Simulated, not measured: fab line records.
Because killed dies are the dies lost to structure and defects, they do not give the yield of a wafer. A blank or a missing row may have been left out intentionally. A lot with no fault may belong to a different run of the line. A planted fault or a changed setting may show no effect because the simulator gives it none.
Which tool is to blame? || flow sky130 || Sampling: 6 lots, 18 wafers, 2 of 708 route steps

== WHAT THE GAUGES SHOWED, per wafer ==
SKY_POLY_GATE_THK_MEAS_21.
{"lot": "L847", "measured": "day 17 20:37", "on": "film-metro-04", "POLY_GATE_OXIDATION_THK (nm)": "3.96 3.90 3.95"}
{"lot": "L852", "measured": "day 19 23:29", "on": "film-metro-04", "POLY_GATE_OXIDATION_THK (nm)": "4.07 4.06 3.95"}
{"lot": "L855", "measured": "day 20 21:34", "on": "film-metro-03", "POLY_GATE_OXIDATION_THK (nm)": "3.96 3.87 3.89"}
{"lot": "L858", "measured": "day 21 23:54", "on": "film-metro-04", "POLY_GATE_OXIDATION_THK (nm)": "3.96 4.00 3.95"}
{"lot": "L860", "measured": "day 22 18:36", "on": "film-metro-03", "POLY_GATE_OXIDATION_THK (nm)": "3.88 3.88 3.91"}
{"lot": "L866", "measured": "day 25 20:02", "on": "film-metro-03", "POLY_GATE_OXIDATION_THK (nm)": "3.92 4.03 4.03"}

== WHAT TOOL EACH LOT RAN ON (gives the tool, then ch and the chambers of the sampled wafers, and finally the start) ==
{"lot": "L847", "SKY_POLY_GATE_ETCH_16": "rie-diel-02 ch 0,1,2, day 17 17:10"}
{"lot": "L852", "SKY_POLY_GATE_ETCH_16": "rie-diel-03 ch 0,2,3, day 19 21:55"}
{"lot": "L855", "SKY_POLY_GATE_ETCH_16": "rie-diel-02 ch 1,3, day 20 19:57"}
{"lot": "L858", "SKY_POLY_GATE_ETCH_16": "rie-diel-01 ch 2,3, day 21 22:20"}
{"lot": "L860", "SKY_POLY_GATE_ETCH_16": "rie-diel-03 ch 0,1,2, day 22 16:49"}
{"lot": "L866", "SKY_POLY_GATE_ETCH_16": "rie-diel-03 ch 0,3, day 25 18:28"}
- SKY_POLY_GATE_ETCH_16: etches Si3N4 in CH3F/O2, stops on poly-Si, time 147.5 s, target depth 75 nm.

== THE ANSWER, worked out from the rows above alone ==
Rule: the usual values come from the lots themselves. The widest of any qualifying gaps counts: lots, ordered by their means at a reading, are off when they make up no more than a third of the lots, leave a main group of 4 or more, and stand apart from it by 3 or more times the standard deviation of that group's means. A main group whose means are all the same, to the digits that the tables above print for the reading, isn't used. A lot without any number at a reading at which 4 lots or more have one is off too. Any other lot the step has rows for is counted as sound.
Across all readings shown, no lot is off: no conclusion can be drawn from this.

== WHAT WAS PUT IN BY THE SIMULATOR ==
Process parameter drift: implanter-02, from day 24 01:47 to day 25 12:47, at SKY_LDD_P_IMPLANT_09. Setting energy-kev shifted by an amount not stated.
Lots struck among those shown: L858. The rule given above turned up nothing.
